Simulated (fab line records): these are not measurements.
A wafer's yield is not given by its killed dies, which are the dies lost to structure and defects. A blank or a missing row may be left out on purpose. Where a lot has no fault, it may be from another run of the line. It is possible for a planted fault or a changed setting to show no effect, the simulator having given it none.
fab line records | flow sky130
record: lots: 7 wafers: 21 lastDay: 50
route steps=708 shown PASSIVATION@689 PAD_OPEN@694
lots untouched by any fault: they come from a run of this same line in which no faults occurred
startH: start of the lot's first displayed wafer, in hours after the record's first day | waitH: hours since the lot's step before | " same as the row above | L1.1+2: a single row standing in for several wafers | - either no value or no given start | * or withheld: withheld | < > ~ a bound
route shown NAME@n: a module of which the file shows steps, and the number in the route of the first | usual: mean/standard deviation taken from wafers without a fault | same: alike in all rows | chamber/n: place in a boat | sites: the reading at each site | _std_site: how widely they spread, as a standard deviation | _edge_site: the outer-site mean with the inner-site mean subtracted | radiusMm: for every site, how far away it sits from the centre of the wafer | mask NAME#n: copy n | behind: the tool/chamber that last shaped the wafer | hold: why the lot went on hold/how many hours it stayed there/how the hold came to an end | device: transistor that didn't switch, given as n, p or np | end of line: at the end of the route, the tests of the same wafers | a step given without rows: its recipe and nothing more | killed: dies that structure and defects cost at the first sort, which is not the same as the wafer's yield | map: shows each die of a wafer: x if killed, . if not, _ if none is there
set.NAME: setting as actually run; set.NAME@STEP: the setting as run at that earlier step | model.NAME: the simulator's own value behind a step, which no gauge read
certain route steps with their lots: each step a table, each wafer a row
services: from which hour (startH, from the record's first day; less than 0 if before it) a tool's chamber was out of use, for how many hours, and why
== steps ==
step: SKY_PASSIVATION_EXPOSE_08
recipe: maskId: NSM targetCdNm: 3000 na: 0.57 doseMj: 260
step: SKY_PASSIVATION_PEB_09
recipe: tempC: 115 timeS: withheld
step: SKY_PASSIVATION_DEVELOP_10
recipe: developTimeS: 60 devTempC: 23
step: SKY_PASSIVATION_ETCH_11
recipe: chemistry: CF4/O2 targetDepthNm: 725 stopOn: AlCu sourceW: 800 biasW: 150 pressureMtorr: 150 cf4FlowSccm: 80 O2_flow_sccm: 10 timeS: 161.1
usual: cf4FlowSccm: 79.98/0.27 drypumpMotorCurrentA: 5.8/0.4 oesProductAu: 0.978/0.0066 throttleValvePct: 5.966/0.011
columns lot.wafer tool chamber startH waitH cf4FlowSccm drypumpMotorCurrentA oesProductAu rfHoursCounterH throttleValvePct
L701.2 rieDiel-02 2 1087.50 - 79.82 5.6 0.972 5 5.953
L701.3 " 0 " " 79.63 5.1 0.981 18 5.981
L701.4 " 3 " " 79.58 5.9 0.983 19 5.964
L707.2 rieDiel-04 0 1128.12 - 80.35 6.0 0.969 16 5.970
L707.3 " 1 " " 79.84 5.5 0.976 21 5.974
L707.5 " 1 " " 79.56 5.5 0.982 - 5.971
L711.1 rieDiel-04 3 1161.81 - 79.89 6.5 0.967 21 5.950
L711.2 " 0 " " 80.32 6.0 0.969 18 5.971
L711.5 " 1 " " 80.43 5.5 0.981 - 5.979
L708.2 rieDiel-04 3 1162.96 - 79.71 6.4 0.972 21 5.936
L708.4 " 1 " " 79.60 5.5 0.976 22 5.964
L708.6 " 0 " " 80.07 6.0 0.973 - 5.978
L714.1 rieDiel-03 2 1165.07 - 80.02 5.9 0.978 21 5.968
L714.4 " 0 " " 80.02 5.8 0.979 18 5.967
L714.6 " 0 " " 80.31 5.8 0.982 - 5.970
L716.2 rieDiel-03 2 1176.05 - 80.02 5.9 0.977 21 5.957
L716.3 " 1 " " 79.77 6.0 0.973 14 5.971
L716.5 " 2 " " 79.59 5.9 0.984 - 5.964
L718.2 rieDiel-02 2 1191.45 - 79.96 5.6 0.968 8 5.963
L718.3 " 0 " " 79.88 5.1 0.960 21 5.964
L718.4 " 3 " " 79.62 5.9 0.978 22 5.982
step: SKY_PASSIVATION_STRIP_12
recipe: chemistry: O2/N2 powerW: 1400 pressureMtorr: 1500 platenTempC: withheld overashFraction: 0.7 o2FlowSccm: 3000 n2FlowSccm: 300
usual: drypumpMotorCurrentA: 5.6/0.41 oesProductAu: 0.660/0.005 stripTimeToEndpointS: 31.52/0.11
columns lot.wafer tool chamber startH waitH drypumpMotorCurrentA oesProductAu rfHoursCounterH stripTimeToEndpointS
L701.2 plasmaAsher-03 1 1087.61 0.1 5.3 0.664 93 31.51
L701.3 " 0 " " 5.7 0.658 - 31.56
L701.4 " 1 " " 5.3 0.662 - 31.62
L707.2 plasmaAsher-01 1 1128.23 0.1 5.9 0.670 38 31.35
L707.3 " 1 " " 5.9 0.652 - 31.37
L707.5 " 1 " " 5.9 0.663 - 31.32
L711.1 plasmaAsher-03 0 1161.91 0.1 5.7 0.657 101 31.48
L711.2 " 1 " " 5.3 0.661 101 31.33
L711.5 " 0 " " 5.7 0.667 - 31.34
L708.2 plasmaAsher-03 0 1163.06 0.1 5.7 0.657 101 31.57
L708.4 " 0 " " 5.7 0.652 - 31.53
L708.6 " 0 " " 5.7 0.654 - 31.61
L714.1 plasmaAsher-01 1 1165.18 0.1 5.9 0.657 41 31.46
L714.4 " 0 " " 5.4 0.663 - 31.54
L714.6 " 1 " " 5.9 0.661 - 31.43
L716.2 plasmaAsher-03 1 1176.16 0.1 5.3 0.665 102 31.53
L716.3 " 1 " " 5.3 0.660 - 31.65
L716.5 " 0 " " 5.7 0.664 - 31.48
L718.2 plasmaAsher-03 1 1191.56 0.1 5.3 0.659 104 31.55
L718.3 " 0 " " 5.8 0.662 - 31.69
L718.4 " 1 " " 5.3 0.654 - 31.72
step: SKY_PAD_OPEN_DEHYDRATE_00
recipe: tempC: 200 timeS: 60
step: SKY_PAD_OPEN_HMDS_01
recipe: primeTimeS: 60 primeTempC: 120
step: SKY_PAD_OPEN_COAT_02
recipe: spinRpm: 2000 resistThkNm: 3000
step: SKY_PAD_OPEN_SOFTBAKE_03
recipe: tempC: 110 timeS: withheld
step: SKY_PAD_OPEN_EXPOSE_04
recipe: maskId: PDM targetCdNm: 60000 na: 0.57 doseMj: 260
step: SKY_PAD_OPEN_PEB_05
recipe: tempC: 115 timeS: withheld
step: SKY_PAD_OPEN_DEVELOP_06
recipe: developTimeS: 60 devTempC: 23
step: SKY_PAD_OPEN_ETCH_07
recipe: chemistry: CF4/O2 targetDepthNm: 725 stopOn: AlCu sourceW: 800 biasW: 150 pressureMtorr: 150 cf4FlowSccm: 80 O2_flow_sccm: 10 timeS: 161.1
usual: cf4FlowSccm: 80.01/0.25 drypumpMotorCurrentA: 5.9/0.46 oesProductAu: 0.980/0.0076 throttleValvePct: 5.965/0.0096
columns lot.wafer tool chamber startH waitH cf4FlowSccm drypumpMotorCurrentA oesProductAu rfHoursCounterH throttleValvePct model.PAD_OPEN.featureDepthNm model.etch.depthNm
L701.2 rieDiel-02 2 1108.22 - 79.58 5.6 0.972 5 5.968 704.1 704.1
L701.3 " 3 " " 79.74 5.9 0.976 20 5.959 701.6 701.6
L701.4 " 1 " " 80.12 6.2 0.984 24 5.945 710 710
L707.2 rieDiel-04 3 1146.42 - 79.73 6.5 0.979 20 5.950 696.9 696.9
L707.3 " 2 " " 79.67 5.8 0.975 26 5.970 701.9 701.9
L707.5 " 3 " " 79.78 6.5 0.967 - 5.950 710.6 710.6
L711.1 rieDiel-04 0 1179.27 - 79.70 6.0 0.963 18 5.966 696.3 696.3
L711.2 " 2 " " 79.95 5.8 0.978 27 5.963 699.6 699.6
L711.5 " 3 " " 79.52 6.5 0.971 - 5.983 705.7 705.7
L708.2 rieDiel-04 1 1180.27 - 79.88 5.5 0.982 23 5.974 702.1 702.1
L708.4 " 3 " " 80.12 6.5 0.979 22 5.971 708.4 708.4
L708.6 " 3 " " 80.69 6.5 0.982 - 5.961 700 700
L714.1 rieDiel-04 1 1183.47 - 79.88 5.5 0.836 23 5.913 542 542
L714.4 " 2 " " 79.92 5.8 0.843 28 5.931 539.8 539.8
L714.6 " 2 " " 79.82 5.8 0.839 - 5.925 539.5 539.5
L716.2 rieDiel-04 1 1192.12 - 80.01 5.5 0.843 24 5.922 541.7 541.7
L716.3 " 2 " " 79.95 5.8 0.847 28 5.936 541.9 541.9
L716.5 " 2 " " 79.99 5.8 0.842 - 5.914 541.9 541.9
L718.2 rieDiel-04 0 1206.52 - 80.13 6.0 0.837 20 5.906 537 537
L718.3 " 2 " " 80.06 5.8 0.836 29 5.929 544.7 544.7
L718.4 " 3 " " 79.71 6.4 0.827 23 5.932 530.3 530.3
step: SKY_PAD_OPEN_STRIP_08
recipe: chemistry: O2/N2 powerW: 1400 pressureMtorr: 1500 platenTempC: withheld overashFraction: 0.7 o2FlowSccm: 3000 n2FlowSccm: 300
usual: drypumpMotorCurrentA: 5.9/0.5 oesProductAu: 0.663/0.0048
columns lot.wafer tool chamber startH waitH drypumpMotorCurrentA oesProductAu rfHoursCounterH
L701.2 plasmaAsher-03 0 1108.33 0.1 5.7 0.669 95
L701.3 " 1 " " 5.3 0.663 -
L701.4 " 0 " " 5.7 0.656 -
L707.2 plasmaAsher-04 0 1146.52 0.1 6.3 0.669 71
L707.3 " 1 " " 5.1 0.666 -
L707.5 " 0 " " 6.3 0.666 -
L711.1 plasmaAsher-02 0 1179.37 0.1 6.4 0.665 11
L711.2 " 1 " " 6.3 0.655 11
L711.5 " 1 " " 6.3 0.660 -
L708.2 plasmaAsher-03 1 1180.37 0.1 5.3 0.662 102
L708.4 " 0 " " 5.8 0.667 -
L708.6 " 1 " " 5.3 0.664 -
L714.1 plasmaAsher-03 0 1183.58 0.1 5.7 0.669 102
L714.4 " 0 " " 5.7 0.652 -
L714.6 " 1 " " 5.4 0.670 -
L716.2 plasmaAsher-03 0 1192.22 0.1 5.8 0.667 104
L716.3 " 0 " " 5.8 0.668 -
L716.5 " 0 " " 5.8 0.655 -
L718.2 plasmaAsher-02 1 1206.62 0.1 6.3 0.662 14
L718.3 " 1 " " 6.3 0.660 -
L718.4 " 0 " " 6.4 0.664 -
step: SKY_PAD_OPEN_PROBE_99
usual: defectLimitedYield: 82.5/1.8 killed_at_M0_to_M3: 43/6.6 killed_at_M4_up: 3.2/1.8 killedAtContacts: 24/5 killedAtFrontEnd: 15/4.5 killedAtOther: 0.2/0.46 killedDies: 86/8.8 killedOnRim: 16/3.4 killedOpen: 48/6.6 killedShort: 38/6.1 sort_bin_3_pad_short: 0.8/0.42 sort_bin_5_function: 10.4/1.4 sort_bin_6_memory: 6.3/1 sortNPass: 406/8.8 sortYieldPct: 82.5/1.8
same: grossDies: 492 killedAtBackSide: 0 sort_bin_4_leakage[%]: 0 sort_bin_8_speed[%]: 0
columns lot.wafer tool chamber startH waitH hold defectLimitedYield[%] killed_at_M0_to_M3 killed_at_M4_up killedAtContacts killedAtFrontEnd killedAtOther killedDies killedOnRim killedOpen killedShort sort_bin_3_pad_short[%] sort_bin_5_function[%] sort_bin_6_memory[%] sortNPass sortYieldPct[%] model.etest.tester.sortNPass model.etest.tester.sortYieldPct model.etest.tester.sort_bin_5_pct model.etest.nfet_01v8_swapped.open model.etest.nfet_01v8.open model.etest.mconChain.open model.etest.pfet_01v8.open model.etest.pfetG5v0d10v5.open
L701.2 prober-01 - 1110.94 0.1 - 79.1 51 6 29 17 0 103 21 55 48 1.0 12.2 7.7 389 79.1 389 79.06 12.2 0 0 0 0 0
L701.3 prober-01 - 1110.99 0.2 - 83.3 41 1 21 18 1 82 14 47 35 0.6 10.6 5.5 410 83.3 410 83.33 10.57 0 0 0 0 0
L701.4 prober-01 - 1111.04 0.2 - 80.9 44 1 33 16 0 94 14 48 46 1.4 12.4 5.3 398 80.9 398 80.89 12.4 0 0 0 0 0
L707.2 prober-02 - 1148.85 0.1 - 83.7 45 5 17 13 0 80 12 40 40 0.2 10.0 6.1 412 83.7 412 83.74 9.959 0 0 0 0 0
L707.3 prober-02 - 1148.90 0.2 - 80.7 49 1 32 13 0 95 17 58 37 0.2 10.8 8.3 397 80.7 397 80.69 10.77 0 0 0 0 0
L707.5 prober-02 - 1149.00 0.2 - 82.5 49 4 23 10 0 86 19 53 33 0.6 10.8 6.1 406 82.5 406 82.52 10.77 0 0 0 0 0
L711.1 prober-01 - 1181.58 0.1 - 83.9 44 1 17 17 0 79 13 39 40 0.8 7.7 7.5 413 83.9 413 83.94 7.724 0 0 0 0 0
L711.2 prober-01 - 1181.63 0.1 - 84.6 32 3 31 9 1 76 15 40 36 0.8 9.6 5.1 416 84.6 416 84.55 9.553 0 0 0 0 0
L711.5 prober-01 - 1181.78 0.2 - 82.3 44 3 24 16 0 87 16 47 40 0.2 12.0 5.5 405 82.3 405 82.32 11.99 0 0 0 0 0
L708.2 prober-02 - 1182.66 0.1 - 82.9 38 3 28 15 0 84 18 49 35 0.2 10.4 6.5 408 82.9 408 82.93 10.37 0 0 0 0 0
L708.4 prober-02 - 1182.76 0.2 - 83.1 33 4 27 17 2 83 18 51 32 0.6 11.0 5.3 409 83.1 409 83.13 10.98 0 0 0 0 0
L708.6 prober-02 - 1182.86 0.2 - 83.5 34 0 25 21 1 81 13 37 44 1.6 9.3 5.5 411 83.5 411 83.54 9.35 0 0 0 0 0
L714.1 prober-01 - 1185.81 0.1 awaitDispo/6.2h/scrap 0 53 3 22 11 403 492 96 55 35 1.4 93.5 5.1 0 0 0 0 93.5 1 1 1 1 1
L714.4 prober-01 - 1185.96 0.2 awaitDispo/6.2h/scrap 0 38 2 23 16 413 492 96 44 35 1.0 94.5 4.5 0 0 0 0 94.51 1 1 1 1 1
L714.6 prober-01 - 1186.06 0.2 awaitDispo/6.2h/scrap 0 55 0 26 15 396 492 96 60 36 1.4 91.1 7.5 0 0 0 0 91.06 1 1 1 1 1
L716.2 prober-01 - 1194.74 0.1 awaitDispo/3.3h/scrap 0 48 3 20 19 402 492 96 44 46 0.8 91.5 7.7 0 0 0 0 91.46 1 1 1 1 1
L716.3 prober-01 - 1194.79 0.2 awaitDispo/3.3h/scrap 0 43 4 21 24 400 492 96 52 40 1.4 92.3 6.3 0 0 0 0 92.28 1 1 1 1 1
L716.5 prober-01 - 1194.89 0.2 awaitDispo/3.3h/scrap 0 43 3 17 14 415 492 96 47 30 0.4 93.3 6.3 0 0 0 0 93.29 1 1 1 1 1
L718.2 prober-01 - 1208.88 0.1 awaitDispo/3.6h/scrap 0 40 5 20 19 408 492 96 43 41 1.0 93.5 5.5 0 0 0 0 93.5 1 1 1 1 1
L718.3 prober-01 - 1208.93 0.2 awaitDispo/3.6h/scrap 0 50 6 22 6 408 492 96 39 46 1.2 92.7 6.1 0 0 0 0 92.68 1 1 1 1 1
L718.4 prober-01 - 1208.98 0.2 awaitDispo/3.6h/scrap 0 46 4 28 13 401 492 96 47 44 0.6 91.7 7.7 0 0 0 0 91.67 1 1 1 1 1
killed by level:class
L701.2 CONTACT:geometricParticle:open=13 VIA2:geometricParticle:open=11 VIA1:geometricParticle:open=10 FIELD_ISO:geometricParticle:short=9 METAL1:geometricParticle:short=7 LI_CONTACT:geometricParticle:open=6 CONTACT:geometricParticle:short=6 VIA3:geometricParticle:open=6
L701.3 VIA1:geometricParticle:open=13 CONTACT:geometricParticle:open=8 FIELD_ISO:geometricParticle:short=7 VIA1:geometricParticle:short=7 LI_CONTACT:geometricParticle:open=5 VIA2:geometricParticle:open=5 METAL1:geometricParticle:short=5 SPACER:geometricParticle:open=4
L701.4 CONTACT:geometricParticle:open=11 VIA2:geometricParticle:open=10 CONTACT:geometricParticle:short=9 FIELD_ISO:geometricParticle:open=7 LI_CONTACT:geometricParticle:open=7 METAL2:geometricParticle:short=6 VIA2:geometricParticle:short=5 LOCAL_INTERCONNECT:geometricParticle:short=5
L707.2 VIA1:geometricParticle:open=13 LI_CONTACT:geometricParticle:open=6 VIA1:geometricParticle:short=6 CONTACT:geometricParticle:short=5 METAL2:geometricParticle:short=5 VIA2:geometricParticle:open=5 FIELD_ISO:geometricParticle:short=4 VIA3:geometricParticle:short=4
L707.3 LI_CONTACT:geometricParticle:open=14 VIA1:geometricParticle:open=14 METAL2:geometricParticle:short=9 VIA3:geometricParticle:open=8 POLY_GATE:geometricParticle:open=7 CONTACT:geometricParticle:open=6 LI_CONTACT:geometricParticle:short=6 METAL3:geometricParticle:short=6
L707.5 VIA1:geometricParticle:open=11 LI_CONTACT:geometricParticle:open=10 METAL1:geometricParticle:short=9 VIA2:geometricParticle:open=9 CONTACT:geometricParticle:open=7 VIA3:geometricParticle:open=5 VIA1:geometricParticle:short=4 METAL2:geometricParticle:short=4
L711.1 CONTACT:geometricParticle:open=9 METAL1:geometricParticle:short=8 METAL2:geometricParticle:short=8 VIA1:geometricParticle:open=6 VIA2:geometricParticle:open=6 FIELD_ISO:geometricParticle:open=4 VIA1:geometricParticle:short=4 METAL3:geometricParticle:short=4
L711.2 CONTACT:geometricParticle:open=9 VIA1:geometricParticle:open=9 LOCAL_INTERCONNECT:geometricParticle:short=6 METAL1:geometricParticle:short=6 LI_CONTACT:geometricParticle:short=5 CONTACT:geometricParticle:short=5 METAL2:geometricParticle:short=5 VIA3:geometricParticle:open=5
L711.5 METAL2:geometricParticle:short=12 VIA2:geometricParticle:open=8 CONTACT:geometricParticle:open=7 LI_CONTACT:geometricParticle:open=6 CONTACT:geometricParticle:short=6 VIA3:geometricParticle:open=6 FIELD_ISO:geometricParticle:open=5 VIA1:geometricParticle:open=5
L708.2 CONTACT:geometricParticle:open=10 VIA1:geometricParticle:open=10 METAL1:geometricParticle:short=8 LI_CONTACT:geometricParticle:open=7 VIA2:geometricParticle:open=7 LOCAL_INTERCONNECT:geometricParticle:short=6 METAL2:geometricParticle:short=5 FIELD_ISO:geometricParticle:open=3
L708.4 LI_CONTACT:geometricParticle:open=9 CONTACT:geometricParticle:open=9 VIA1:geometricParticle:open=8 VIA2:geometricParticle:open=8 FIELD_ISO:geometricParticle:open=5 METAL2:geometricParticle:short=4 METAL1:geometricParticle:short=4 CONTACT:geometricParticle:short=4
L708.6 METAL2:geometricParticle:short=8 LI_CONTACT:geometricParticle:short=7 CONTACT:geometricParticle:open=7 VIA1:geometricParticle:open=7 VIA2:geometricParticle:open=7 FIELD_ISO:geometricParticle:open=5 POLY_GATE:geometricParticle:open=5 CONTACT:geometricParticle:short=5
L714.1 PAD_OPEN:areaEtch=402 VIA1:geometricParticle:open=14 CONTACT:geometricParticle:open=11 VIA2:geometricParticle:open=7 VIA3:geometricParticle:open=5 METAL1:geometricParticle:short=4 VIA3:geometricParticle:short=4 VIA1:geometricParticle:short=4
L714.4 PAD_OPEN:areaEtch=413 VIA1:geometricParticle:open=12 CONTACT:geometricParticle:open=7 FIELD_ISO:geometricParticle:short=6 VIA2:geometricParticle:open=6 VIA3:geometricParticle:open=6 LOCAL_INTERCONNECT:geometricParticle:short=5 POLY_GATE:geometricParticle:short=4
L714.6 PAD_OPEN:areaEtch=396 VIA1:geometricParticle:open=13 CONTACT:geometricParticle:open=12 VIA3:geometricParticle:open=12 VIA2:geometricParticle:open=11 CONTACT:geometricParticle:short=7 METAL1:geometricParticle:short=6 FIELD_ISO:geometricParticle:open=5
L716.2 PAD_OPEN:areaEtch=402 VIA1:geometricParticle:open=9 CONTACT:geometricParticle:open=8 VIA2:geometricParticle:open=7 METAL1:geometricParticle:short=6 VIA3:geometricParticle:open=6 FIELD_ISO:geometricParticle:short=5 CONTACT:geometricParticle:short=5
L716.3 PAD_OPEN:areaEtch=400 CONTACT:geometricParticle:open=12 VIA1:geometricParticle:short=9 VIA1:geometricParticle:open=9 FIELD_ISO:geometricParticle:open=7 VIA2:geometricParticle:open=7 FIELD_ISO:geometricParticle:short=6 VIA3:geometricParticle:open=5
L716.5 PAD_OPEN:areaEtch=415 VIA1:geometricParticle:open=15 CONTACT:geometricParticle:open=7 METAL1:geometricParticle:short=5 VIA2:geometricParticle:open=5 METAL2:geometricParticle:short=4 VIA3:geometricParticle:open=4 VIA3:geometricParticle:short=4
L718.2 PAD_OPEN:areaEtch=408 CONTACT:geometricParticle:open=11 POLY_GATE:geometricParticle:open=6 METAL1:geometricParticle:short=6 VIA1:geometricParticle:short=6 VIA3:geometricParticle:open=6 VIA2:geometricParticle:open=5 FIELD_ISO:geometricParticle:open=4
L718.3 PAD_OPEN:areaEtch=407 VIA1:geometricParticle:open=16 METAL1:geometricParticle:short=10 LOCAL_INTERCONNECT:geometricParticle:short=7 METAL2:geometricParticle:short=6 METAL4:geometricParticle:short=6 LI_CONTACT:geometricParticle:open=5 LI_CONTACT:geometricParticle:short=4
L718.4 PAD_OPEN:areaEtch=401 CONTACT:geometricParticle:open=10 VIA3:geometricParticle:open=9 VIA2:geometricParticle:open=8 METAL1:geometricParticle:short=7 LI_CONTACT:geometricParticle:open=6 CONTACT:geometricParticle:short=5 VIA1:geometricParticle:open=5
map L714.1 (x killed, . not)
__________xxxxxxxxxx_________
________xxxxxxxxxxxxxx_______
______xxxxxxxxxxxxxxxxxx_____
_____xxxxxxxxxxxxxxxxxxxx____
____xxxxxxxxxxxxxxxxxxxxxx___
___xxxxxxxxxxxxxxxxxxxxxxxx__
__xxxxxxxxxxxxxxxxxxxxxxxxxx_
_xxxxxxxxxxxxxxxxxxxxxxxxxxxx
_xxxxxxxxxxxxxxxxxxxxxxxxxxxx
_xxxxxxxxxxxxxxxxxxxxxxxxxxxx
_xxxxxxxxxxxxxxxxxxxxxxxxxxxx
_xxxxxxxxxxxxxxxxxxxxxxxxxxxx
_xxxxxxxxxxxxxxxxxxxxxxxxxxxx
_xxxxxxxxxxxxxxxxxxxxxxxxxxxx
_xxxxxxxxxxxxxxxxxxxxxxxxxxxx
__xxxxxxxxxxxxxxxxxxxxxxxxxx_
___xxxxxxxxxxxxxxxxxxxxxxxx__
____xxxxxxxxxxxxxxxxxxxxxx___
_____xxxxxxxxxxxxxxxxxxxx____
______xxxxxxxxxxxxxxxxxx_____
________xxxxxxxxxxxxxx_______
__________xxxxxxxxxx_________
map L716.2 (x killed, . not)
__________xxxxxxxxxx_________
________xxxxxxxxxxxxxx_______
______xxxxxxxxxxxxxxxxxx_____
_____xxxxxxxxxxxxxxxxxxxx____
____xxxxxxxxxxxxxxxxxxxxxx___
___xxxxxxxxxxxxxxxxxxxxxxxx__
__xxxxxxxxxxxxxxxxxxxxxxxxxx_
_xxxxxxxxxxxxxxxxxxxxxxxxxxxx
_xxxxxxxxxxxxxxxxxxxxxxxxxxxx
_xxxxxxxxxxxxxxxxxxxxxxxxxxxx
_xxxxxxxxxxxxxxxxxxxxxxxxxxxx
_xxxxxxxxxxxxxxxxxxxxxxxxxxxx
_xxxxxxxxxxxxxxxxxxxxxxxxxxxx
_xxxxxxxxxxxxxxxxxxxxxxxxxxxx
_xxxxxxxxxxxxxxxxxxxxxxxxxxxx
__xxxxxxxxxxxxxxxxxxxxxxxxxx_
___xxxxxxxxxxxxxxxxxxxxxxxx__
____xxxxxxxxxxxxxxxxxxxxxx___
_____xxxxxxxxxxxxxxxxxxxx____
______xxxxxxxxxxxxxxxxxx_____
________xxxxxxxxxxxxxx_______
__________xxxxxxxxxx_________
== services ==
columns tool chamber startH hours kind
plasmaAsher-02 0 1064.25 - clean
plasmaAsher-02 1 1064.25 - clean
rieDiel-02 3 1081.34 4.4 repair
plasmaAsher-01 - 1101.67 8.0 repair
rieDiel-03 3 1117.05 10.8 repair
rieDiel-03 0 1117.25 9.5 repair
rieDiel-02 1 1120.97 3.7 repair
rieDiel-04 3 1127.34 6.8 repair
rieDiel-04 - 1128.62 0.2 repair
rieDiel-03 3 1153.08 9.3 repair
rieDiel-03 0 1159.64 2.3 repair
rieDiel-02 - 1167.17 22.0 repair
rieDiel-02 - 1186.60 1.0 repair
== key ==
firstSign: step: SKY_PAD_OPEN_ETCH_07 reading: oesProductAu direction: down sigmas: 18 usual: 0.980 struck: 0.839
effect: step: SKY_PAD_OPEN_ETCH_07 reading: throttleValvePct direction: down sigmas: 4.3 usual: 5.965 struck: 5.923
effect: step: SKY_PAD_OPEN_PROBE_99 reading: killedAtOther direction: up sigmas: 99+ usual: 0.2 struck: 405.1
modelEffect: step: SKY_PAD_OPEN_ETCH_07 value: PAD_OPEN.featureDepthNm without: 701.9 struck: 539.9
modelEffect: step: SKY_PAD_OPEN_PROBE_99 value: etest.tester.sortNPass without: 404.9 struck: 0
moreKillsBornAt: SKY_PAD_OPEN_ETCH_07@rieDiel-04: 3644
metAt SKY_PAD_OPEN_ETCH_07
struckWafers L714.1,L714.4,L714.6,L716.2,L716.3,L716.5,L718.2,L718.3,L718.4
laterRowsLeftOut L714.1,L714.4,L714.6,L716.2,L716.3,L716.5,L718.2,L718.3,L718.4
onsetBetween 1180.27 1183.47
fault: kind: processParameterDrift tool: rieDiel-04 chamber: - onsetH: 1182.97 steps: SKY_PAD_OPEN_ETCH_07 channel: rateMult offset: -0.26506 shape: step endH: 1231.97
laterRowsLeftOut: the simulator's readings of these wafers behind a module that went badly wrong aren't trusted and aren't shown, but for the sort
